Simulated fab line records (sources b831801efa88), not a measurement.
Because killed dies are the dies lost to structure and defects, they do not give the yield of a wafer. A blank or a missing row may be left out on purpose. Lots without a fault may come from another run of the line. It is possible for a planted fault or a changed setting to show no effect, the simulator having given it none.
Problem report in the 8D (eight disciplines) form, filled by code :: flow gf180mcu :: the parts of the form that need people (team, actions taken, sign-off) are left out

1. PROBLEM STATEMENT
heater-power-total-W at GF_CONTACT_PEB_12 reads a mean of 84.77 W on 6 wafers of 2 lots; wafers without a fault read 85.71 W with a standard deviation of 0.084. Relative to the usual mean, that is a shift of -11 standard deviations.
The step: peb time 90 s.
First observed at day 18 17:59: wafer L580.1, on litho-track-02. The record holds 42 wafers of 14 lots with a number at this step. By rule, "out" or "out of limits" means more than 4 standard deviations away from the usual mean. The rest of the wafers with a number are treated as sound.

2. WHAT IT IS, AND WHAT IT ISN'T
question: which readings at this step
is: heater-power-total-W, plate-temp-C
is not: -

question: which lots
is: L580, L582
is not: L575, L577, L578, L579, L589, L590, L591, L592, L593, L594, L595, L596

question: which wafers of those lots
is: all that have a number
is not: -

question: read on which tools
is: litho-track-02
is not: litho-track-03, litho-track-04

question: when
is: from day 18 17:59
is not: up to then (12 sound wafers); but 24 sound wafers of L589, L590, L591, L592, L593, L594, L595, L596 came after

3. SUSPECTS, AND WHAT RULES EACH OUT
Counting: a tool at a process step up to the reading stays a suspect if it ran every lot that is out and no sound lot after the first of them.
- litho-track-02 at GF_CONTACT_PEB_12 (peb time 90 s): ruled out as a lasting fault. After its first lot that is out, L580 (day 18 17:59), sound lots L590 ran on it.
Left after counting: nothing in the record.

4. THE CAUSE (what the simulator had put in)
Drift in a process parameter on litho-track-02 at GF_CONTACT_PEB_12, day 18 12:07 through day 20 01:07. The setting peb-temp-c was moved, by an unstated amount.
Counting ruled it out, wrongly.

5. THE EFFECT CHAIN, in route order
One row per reading whose mean, taken over the struck wafers that have a number, lies over 3 standard deviations from the usual. Only readings whose record carries a usual standard deviation are examined. hours: median over the lots of the time between each lot's start at the first step of this table that gives one and its start at this step. sigmas: the change, counted in usual standard deviations.
hours: 0
step: GF_CONTACT_PEB_12
reading: heater-power-total-W
usual: 85.71 W
on struck wafers: 84.77
change: -0.94
sigmas: -11

hours: 0
step: GF_CONTACT_PEB_12
reading: plate-temp-C
usual: 134.97 C
on struck wafers: 133.99
change: -0.98
sigmas: -6.5
Here are the process steps it includes:
- GF_CONTACT_PEB_12: peb time 90 s.
Later steps that measure or inspect, where all struck wafers having a row at the step show a number for every such reading and not one has moved that far: GF_V2_CD_MEAS_14, GF_V2_OVL_MEAS_15.

6. WHAT WOULD HAVE CAUGHT IT SOONER
The fault began at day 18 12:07; the first out-of-limits reading in this record came at day 18 17:59, 6 hours later.
